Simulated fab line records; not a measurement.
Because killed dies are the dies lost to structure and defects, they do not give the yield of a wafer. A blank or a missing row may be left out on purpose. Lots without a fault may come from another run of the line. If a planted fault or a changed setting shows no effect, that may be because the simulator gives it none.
fab line records    flow sky130
[record] lots = 12  wafers = 36  lastDay = 50
route steps=708 shown NWELL@68 VT_ADJUST_HVTP@95 VT_ADJUST_NCORE@123 VT_ADJUST_PCH@150 PAD_OPEN@708
lots untouched by any fault: they come from a run of this same line in which no faults occurred
startH: start of the lot's first displayed wafer, in hours after the record's first day    waitH: hours since the lot's step before    " identical to the entry in the row above    L1.1+2: several wafers, shown together as one row    - no value, or no start was given    * or withheld: withheld    < > ~ a bound
route shown NAME@n: NAME is a module with steps in the file, n the number in the route of the first one    usual: mean and standard deviation over wafers with no fault    same: alike in all rows    chamber/n: place in a boat    sites: each site's reading    _std_site: how widely they spread, as a standard deviation    _edge_site: inner sites' mean taken away from outer sites' mean    radiusMm: for every site, how far away it sits from the centre of the wafer    mask NAME#n: copy n    behind: the tool/chamber that last shaped the wafer    hold: why the lot went on hold/how many hours it stayed there/how the hold came to an end    device: whichever transistor did not switch (one of n, p or np)    end of line: tests of these same wafers at the route's end    a step given without rows: its recipe and nothing more    killed: not the wafer's yield, but the dies lost to structure and defects at the first sort    map: a wafer's dies, x killed, . not, _ none there
set.NAME: the setting that was run; set.NAME@STEP: the one run at that earlier step    model.NAME: the simulator's own value behind a step, which no gauge read
route steps across a sampled set of lots; one table per step, one row per wafer
services: a tool's chamber out of use, with start hour (startH, from the record's first day; less than 0 if before it), hours out, and reason
[[steps]]
[step SKY_NWELL_TW_MEAS_15]
[usual] NWELL_TW = 1796/8.7
lot.wafer  tool          chamber  startH  waitH  NWELL_TW
L367.1     filmMetro-01  -        91.56   0.1    1800
L367.3     "             -        "       "      1803
L367.5     "             -        "       "      1797
L369.2     filmMetro-02  -        100.86  0.1    1804
L369.3     "             -        "       "      1799
L369.4     "             -        "       "      1806
L374.1     filmMetro-02  -        128.40  0.1    1794
L374.2     "             -        "       "      1811
L374.6     "             -        "       "      1799
L375.1     filmMetro-02  -        134.91  0.1    1790
L375.4     "             -        "       "      1799
L375.6     "             -        "       "      1795
L376.1     filmMetro-02  -        139.55  0.1    1800
L376.4     "             -        "       "      1790
L376.6     "             -        "       "      1793
L379.1     filmMetro-04  -        160.06  0.1    1788
L379.4     "             -        "       "      1792
L379.5     "             -        "       "      1791
L380.3     filmMetro-02  -        167.03  0.1    1807
L380.4     "             -        "       "      1808
L380.6     "             -        "       "      1798
L381.1     filmMetro-02  -        172.91  0.1    1803
L381.3     "             -        "       "      1804
L381.5     "             -        "       "      1805
L382.1     filmMetro-01  -        173.90  0.1    1798
L382.2     "             -        "       "      1817
L382.5     "             -        "       "      1797
L383.1     filmMetro-01  -        179.41  0.1    1813
L383.2     "             -        "       "      1810
L383.5     "             -        "       "      1802
L385.1     filmMetro-04  -        190.86  0.1    1787
L385.3     "             -        "       "      1788
L385.4     "             -        "       "      1781
L388.3     filmMetro-01  -        208.58  0.1    1779
L388.5     "             -        "       "      1784
L388.6     "             -        "       "      1789
[step SKY_VT_ADJUST_HVTP_STRIP_10]
[recipe] chemistry = O2/N2  powerW = 1400  pressureMtorr = 1500  platenTempC = withheld  o2FlowSccm = 3000  n2FlowSccm = 300  overashFraction = 0.5
[usual] drypumpMotorCurrentA = 5.7/0.38  oesProductAu = 0.716/0.0038  stripTimeToEndpointS = 14.14/0.038
lot.wafer  tool            chamber  startH  waitH  drypumpMotorCurrentA  oesProductAu  rfHoursCounterH  stripTimeToEndpointS
L367.1     plasmaAsher-02  1        129.08  0.1    6.2                   0.716         32               14.14
L367.3     "               1        "       "      6.2                   0.717         -                14.15
L367.5     "               1        "       "      6.2                   0.720         -                14.19
L369.2     plasmaAsher-03  0        138.64  0.1    6.0                   0.716         1                14.21
L369.3     "               0        "       "      6.0                   0.719         -                14.17
L369.4     "               1        "       "      5.3                   0.709         -                14.17
L374.1     plasmaAsher-03  0        166.98  0.1    6.0                   0.714         4                14.15
L374.2     "               1        "       "      5.3                   0.715         4                14.18
L374.6     "               0        "       "      6.0                   0.719         -                14.11
L375.1     plasmaAsher-04  0        174.18  0.1    5.6                   0.718         50               14.18
L375.4     "               0        "       "      5.6                   0.718         -                14.14
L375.6     "               0        "       "      5.6                   0.718         -                14.18
L376.1     plasmaAsher-02  1        180.13  0.1    6.2                   0.721         37               14.14
L376.4     "               1        "       "      6.2                   0.715         -                14.20
L376.6     "               0        "       "      5.3                   0.711         -                14.17
L379.1     plasmaAsher-03  0        202.89  0.1    6.0                   0.717         7                14.14
L379.4     "               1        "       "      5.3                   0.725         -                14.16
L379.5     "               0        "       "      6.0                   0.709         -                14.15
L380.3     plasmaAsher-03  1        208.82  0.1    5.3                   0.721         -                14.12
L380.4     "               0        "       "      6.0                   0.717         -                14.10
L380.6     "               0        "       "      6.1                   0.717         -                14.16
L381.1     plasmaAsher-04  1        216.58  0.1    6.0                   0.716         54               14.13
L381.3     "               0        "       "      5.6                   0.713         -                14.12
L381.5     "               1        "       "      6.0                   0.715         -                14.12
L382.1     plasmaAsher-02  1        218.13  0.1    6.2                   0.721         41               14.12
L382.2     "               0        "       "      5.3                   0.718         41               14.15
L382.5     "               0        "       "      5.3                   0.710         -                14.14
L383.1     plasmaAsher-04  0        222.74  0.1    5.6                   0.707         55               14.11
L383.2     "               1        "       "      6.0                   0.717         55               14.21
L383.5     "               0        "       "      5.6                   0.717         -                14.10
L385.1     plasmaAsher-04  0        236.03  0.1    5.6                   0.711         56               14.10
L385.3     "               0        "       "      5.6                   0.721         -                14.04
L385.4     "               1        "       "      6.0                   0.710         -                14.13
L388.3     plasmaAsher-03  0        255.16  0.1    6.0                   0.714         -                14.09
L388.5     "               0        "       "      6.0                   0.715         -                14.13
L388.6     "               1        "       "      5.3                   0.712         -                14.11
[step SKY_VT_ADJUST_NCORE_EXPOSE_04]
[recipe] maskId = LVTN_COMPLEMENT_THIN  na = 0.6  sourceShape = conventional  sigmaOuter = 0.6  polarization = unpolarized  targetCdNm = 380  doseMj = 139
[usual] exposureDoseMJCm2 = 139.59/0.15
[same] na = 0.6
lot.wafer  tool             chamber  startH  waitH  mask                    exposureDoseMJCm2
L367.1     ilineStepper-01  0        176.83  -      LVTN_COMPLEMENT_THIN#0  139.83
L367.3     "                0        "       "      LVTN_COMPLEMENT_THIN#0  139.78
L367.5     "                0        "       "      LVTN_COMPLEMENT_THIN#0  139.74
L369.2     ilineStepper-02  0        189.00  -      LVTN_COMPLEMENT_THIN#0  139.59
L369.3     "                0        "       "      LVTN_COMPLEMENT_THIN#0  139.61
L369.4     "                0        "       "      LVTN_COMPLEMENT_THIN#0  139.54
L374.1     ilineStepper-01  0        219.71  -      LVTN_COMPLEMENT_THIN#0  139.68
L374.2     "                0        "       "      LVTN_COMPLEMENT_THIN#0  139.69
L374.6     "                0        "       "      LVTN_COMPLEMENT_THIN#0  139.71
L375.1     ilineStepper-02  0        229.31  -      LVTN_COMPLEMENT_THIN#0  139.67
L375.4     "                0        "       "      LVTN_COMPLEMENT_THIN#0  139.50
L375.6     "                0        "       "      LVTN_COMPLEMENT_THIN#0  139.60
L376.1     ilineStepper-02  0        234.94  -      LVTN_COMPLEMENT_THIN#0  139.73
L376.4     "                0        "       "      LVTN_COMPLEMENT_THIN#0  139.29
L376.6     "                0        "       "      LVTN_COMPLEMENT_THIN#0  139.52
L379.1     ilineStepper-01  0        259.97  -      LVTN_COMPLEMENT_THIN#0  139.73
L379.4     "                0        "       "      LVTN_COMPLEMENT_THIN#0  139.68
L379.5     "                0        "       "      LVTN_COMPLEMENT_THIN#0  139.78
L380.3     ilineStepper-01  0        266.15  -      LVTN_COMPLEMENT_THIN#0  139.65
L380.4     "                0        "       "      LVTN_COMPLEMENT_THIN#0  139.54
L380.6     "                0        "       "      LVTN_COMPLEMENT_THIN#0  139.67
L381.1     ilineStepper-02  0        275.41  -      LVTN_COMPLEMENT_THIN#0  139.35
L381.3     "                0        "       "      LVTN_COMPLEMENT_THIN#0  139.47
L381.5     "                0        "       "      LVTN_COMPLEMENT_THIN#0  139.63
L382.1     ilineStepper-02  0        277.13  -      LVTN_COMPLEMENT_THIN#0  139.45
L382.2     "                0        "       "      LVTN_COMPLEMENT_THIN#0  139.34
L382.5     "                0        "       "      LVTN_COMPLEMENT_THIN#0  139.33
L383.1     ilineStepper-01  0        281.49  -      LVTN_COMPLEMENT_THIN#0  139.56
L383.2     "                0        "       "      LVTN_COMPLEMENT_THIN#0  139.78
L383.5     "                0        "       "      LVTN_COMPLEMENT_THIN#0  139.35
L385.1     ilineStepper-01  0        294.14  -      LVTN_COMPLEMENT_THIN#0  139.52
L385.3     "                0        "       "      LVTN_COMPLEMENT_THIN#0  139.48
L385.4     "                0        "       "      LVTN_COMPLEMENT_THIN#0  139.72
L388.3     ilineStepper-01  0        316.95  -      LVTN_COMPLEMENT_THIN#0  139.55
L388.5     "                0        "       "      LVTN_COMPLEMENT_THIN#0  139.73
L388.6     "                0        "       "      LVTN_COMPLEMENT_THIN#0  139.72
[step SKY_VT_ADJUST_NCORE_OVL_MEAS_08]
[usual] VT_ADJUST_NCORE_OVL = -0.2/1.3
lot.wafer  tool        chamber  startH  waitH  VT_ADJUST_NCORE_OVL[nm]
L367.1     overlay-01  -        187.03  0.1    -0.4
L367.3     "           -        "       "      -1.0
L367.5     "           -        "       "      -1.3
L369.2     overlay-02  -        199.86  0.1    0.9
L369.3     "           -        "       "      -0.4
L369.4     "           -        "       "      0.3
L374.1     overlay-02  -        230.64  0.1    -0.3
L374.2     "           -        "       "      -0.8
L374.6     "           -        "       "      0.0
L375.1     overlay-01  -        240.28  0.1    0.4
L375.4     "           -        "       "      0.4
L375.6     "           -        "       "      -0.2
L376.1     overlay-02  -        246.18  0.1    195.0
L376.4     "           -        "       "      195.9
L376.6     "           -        "       "      193.5
L379.1     overlay-02  -        271.69  0.1    -2.2
L379.4     "           -        "       "      -0.8
L379.5     "           -        "       "      -2.3
L380.3     overlay-01  -        278.44  0.1    2.2
L380.4     "           -        "       "      1.8
L380.6     "           -        "       "      1.6
L381.1     overlay-01  -        286.93  0.1    193.3
L381.3     "           -        "       "      192.5
L381.5     "           -        "       "      191.4
L382.1     overlay-01  -        288.19  0.1    193.5
L382.2     "           -        "       "      193.4
L382.5     "           -        "       "      192.2
L383.1     overlay-02  -        293.39  0.1    -1.2
L383.2     "           -        "       "      -0.5
L383.5     "           -        "       "      -1.2
L385.1     overlay-01  -        306.29  0.1    0.0
L385.3     "           -        "       "      -1.5
L385.4     "           -        "       "      -1.3
L388.3     overlay-02  -        330.21  0.1    -2.0
L388.5     "           -        "       "      0.4
L388.6     "           -        "       "      0.2
[step SKY_VT_ADJUST_PCH_OVL_MEAS_07]
[usual] VT_ADJUST_PCH_OVL = 0.8/1.5
lot.wafer  tool        chamber  startH  waitH  VT_ADJUST_PCH_OVL[nm]
L367.1     overlay-02  -        231.33  -      1.0
L367.3     "           -        "       "      -0.5
L367.5     "           -        "       "      0.6
L369.2     overlay-02  -        244.49  -      1.4
L369.3     "           -        "       "      -0.9
L369.4     "           -        "       "      1.0
L374.1     overlay-02  -        278.02  -      0.3
L374.2     "           -        "       "      0.6
L374.6     "           -        "       "      0.7
L375.1     overlay-01  -        287.73  -      1.6
L375.4     "           -        "       "      1.2
L375.6     "           -        "       "      1.5
L376.1     overlay-01  -        293.33  -      1.4
L376.4     "           -        "       "      2.5
L376.6     "           -        "       "      0.9
L379.1     overlay-02  -        321.82  -      0.9
L379.4     "           -        "       "      2.9
L379.5     "           -        "       "      1.7
L380.3     overlay-01  -        329.09  -      -1.3
L380.4     "           -        "       "      1.8
L380.6     "           -        "       "      1.1
L381.1     overlay-01  -        338.72  -      1.1
L381.3     "           -        "       "      1.1
L381.5     "           -        "       "      -1.1
L382.1     overlay-01  -        340.58  -      1.1
L382.2     "           -        "       "      2.3
L382.5     "           -        "       "      2.0
L383.1     overlay-02  -        344.57  -      2.3
L383.2     "           -        "       "      3.7
L383.5     "           -        "       "      2.6
L385.1     overlay-02  -        359.87  -      0.0
L385.3     "           -        "       "      -1.3
L385.4     "           -        "       "      -0.3
L388.3     overlay-01  -        382.64  -      0.8
L388.5     "           -        "       "      1.9
L388.6     "           -        "       "      4.1
[step SKY_PAD_OPEN_PROBE_99]
[usual] killed_at_M0_to_M3 = 42/6.6  killed_at_M4_up = 3.0/1.7  killedAtContacts = 24/5.3  killedAtFrontEnd = 15/4.5  killedAtOther = 0.2/0.49  killedDies = 83/9  killedOpen = 45/6.9  killedShort = 38/5.8
[same] grossDies = 492  killedAtBackSide = 0
lot.wafer  tool       chamber  startH   waitH  killed_at_M0_to_M3  killed_at_M4_up  killedAtContacts  killedAtFrontEnd  killedAtOther  killedDies  killedOpen  killedShort
L376.1     prober-02  -        1130.22  0.1    42                  0                28                24                2              96          48          40
L376.4     prober-02  -        1130.37  0.2    53                  2                24                19                0              98          56          36
L376.6     prober-02  -        1130.47  0.2    39                  5                11                23                0              78          41          28
L382.1     prober-02  -        1168.09  0.1    54                  5                20                28                0              107         47          40
L382.2     prober-02  -        1168.14  0.1    43                  4                26                27                1              101         47          41
L382.5     prober-02  -        1168.29  0.2    57                  5                18                21                0              101         46          48
L381.1     prober-02  -        1171.08  0.1    46                  2                24                16                0              88          49          35
L381.3     prober-02  -        1171.18  0.2    34                  5                18                26                0              83          33          41
L381.5     prober-02  -        1171.28  0.2    39                  4                30                18                0              91          38          46
// killed by level:class
L376.1 CONTACT:geometricParticle:open=13 METAL2:geometricParticle:short=8 VT_ADJUST_NCORE:overlay=8 VIA3:geometricParticle:open=7 LI_CONTACT:geometricParticle:open=6 VIA1:geometricParticle:open=6 LOCAL_INTERCONNECT:geometricParticle:short=5 VIA2:geometricParticle:open=5
L376.4 CONTACT:geometricParticle:open=11 VIA1:geometricParticle:open=10 METAL2:geometricParticle:short=10 LI_CONTACT:geometricParticle:open=9 VIA3:geometricParticle:open=9 METAL1:geometricParticle:short=7 POLY_GATE:geometricParticle:open=6 VT_ADJUST_NCORE:overlay=6
L376.6 VIA3:geometricParticle:open=9 VT_ADJUST_NCORE:overlay=9 VIA1:geometricParticle:open=7 METAL2:geometricParticle:short=7 FIELD_ISO:geometricParticle:open=5 POLY_GATE:geometricParticle:open=4 METAL1:geometricParticle:short=4 LI_CONTACT:geometricParticle:open=4
L382.1 VT_ADJUST_NCORE:overlay=18 METAL2:geometricParticle:short=12 VIA1:geometricParticle:open=10 CONTACT:geometricParticle:open=8 VIA2:geometricParticle:open=6 LI_CONTACT:geometricParticle:open=5 METAL1:geometricParticle:short=5 VIA3:geometricParticle:open=5
L382.2 VIA1:geometricParticle:open=12 VT_ADJUST_NCORE:overlay=11 LI_CONTACT:geometricParticle:open=9 CONTACT:geometricParticle:open=9 METAL2:geometricParticle:short=7 POLY_GATE:geometricParticle:short=5 VIA2:geometricParticle:open=5 LOCAL_INTERCONNECT:geometricParticle:short=4
L382.5 VIA1:geometricParticle:open=12 VIA1:geometricParticle:short=9 VIA3:geometricParticle:open=8 VT_ADJUST_NCORE:overlay=7 METAL1:geometricParticle:short=6 VIA2:geometricParticle:open=6 FIELD_ISO:geometricParticle:short=5 CONTACT:geometricParticle:open=5
L381.1 CONTACT:geometricParticle:open=13 VIA1:geometricParticle:open=12 METAL2:geometricParticle:short=6 VIA2:geometricParticle:open=5 METAL1:geometricParticle:short=5 LI_CONTACT:geometricParticle:open=4 LOCAL_INTERCONNECT:geometricParticle:short=4 VIA3:geometricParticle:open=4
L381.3 METAL2:geometricParticle:short=9 VT_ADJUST_NCORE:overlay=9 POLY_GATE:geometricParticle:short=5 LOCAL_INTERCONNECT:geometricParticle:short=5 CONTACT:geometricParticle:open=5 VIA3:geometricParticle:open=5 POLY_GATE:geometricParticle:open=4 LI_CONTACT:geometricParticle:open=4
L381.5 LI_CONTACT:geometricParticle:short=9 LI_CONTACT:geometricParticle:open=8 VIA1:geometricParticle:open=7 VT_ADJUST_NCORE:overlay=7 VIA2:geometricParticle:open=6 METAL3:geometricParticle:short=6 METAL1:geometricParticle:short=5 CONTACT:geometricParticle:open=5
[[services]]
tool             chamber  startH  hours  kind
plasmaAsher-03   -        108.75  9.0    pm
plasmaAsher-03   0        108.75  9.0    ventCycle
plasmaAsher-03   1        108.75  9.0    ventCycle
ilineStepper-01  -        113.22  3.8    repair
plasmaAsher-03   -        117.75  14.6   pm
plasmaAsher-03   0        117.75  -      clean
plasmaAsher-03   1        117.75  -      clean
plasmaAsher-04   -        139.87  9.2    repair
ilineStepper-01  0        181.11  -      calibration
plasmaAsher-04   -        208.02  0.7    repair
ilineStepper-01  -        212.81  4.3    pm
ilineStepper-01  -        250.60  3.6    repair
ilineStepper-01  -        269.24  1.7    pm
plasmaAsher-03   -        275.73  1.2    repair
ilineStepper-02  -        278.32  0.7    repair
ilineStepper-02  0        286.75  -      calibration
ilineStepper-02  -        299.18  10.6   repair
ilineStepper-02  -        312.53  1.7    pm
[[key]]
[firstSign] step = SKY_VT_ADJUST_NCORE_OVL_MEAS_08  reading = VT_ADJUST_NCORE_OVL  direction = up  sigmas = 99+  usual = -0.2  struck = 193.4
[effect] step = SKY_PAD_OPEN_PROBE_99  reading = killedAtFrontEnd  direction = up  sigmas = 1.7  usual = 15  struck = 22  wafersMoved = 2
metAt SKY_VT_ADJUST_NCORE_EXPOSE_04
struckLots L376,L381,L382
testerLeftOut L376,L381,L382
notActingAt SKY_NWELL_TW_MEAS_15,SKY_VT_ADJUST_HVTP_STRIP_10,SKY_VT_ADJUST_PCH_OVL_MEAS_07
onsetBetween 229.31 234.94
[fault] kind = scannerMatchingOverlay  tool = ilineStepper-02  chamber = -  onsetH = 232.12  steps = SKY_VT_ADJUST_NCORE_EXPOSE_04  offset = 193.46
// testerLeftOut: of these lots the tester's yield and bins aren't shown, on N5 and GAA mostly nor the transistor test; their killed dies are dies lost to structure and defects alone, not to doping, threshold or leakage, so they don't give the yield
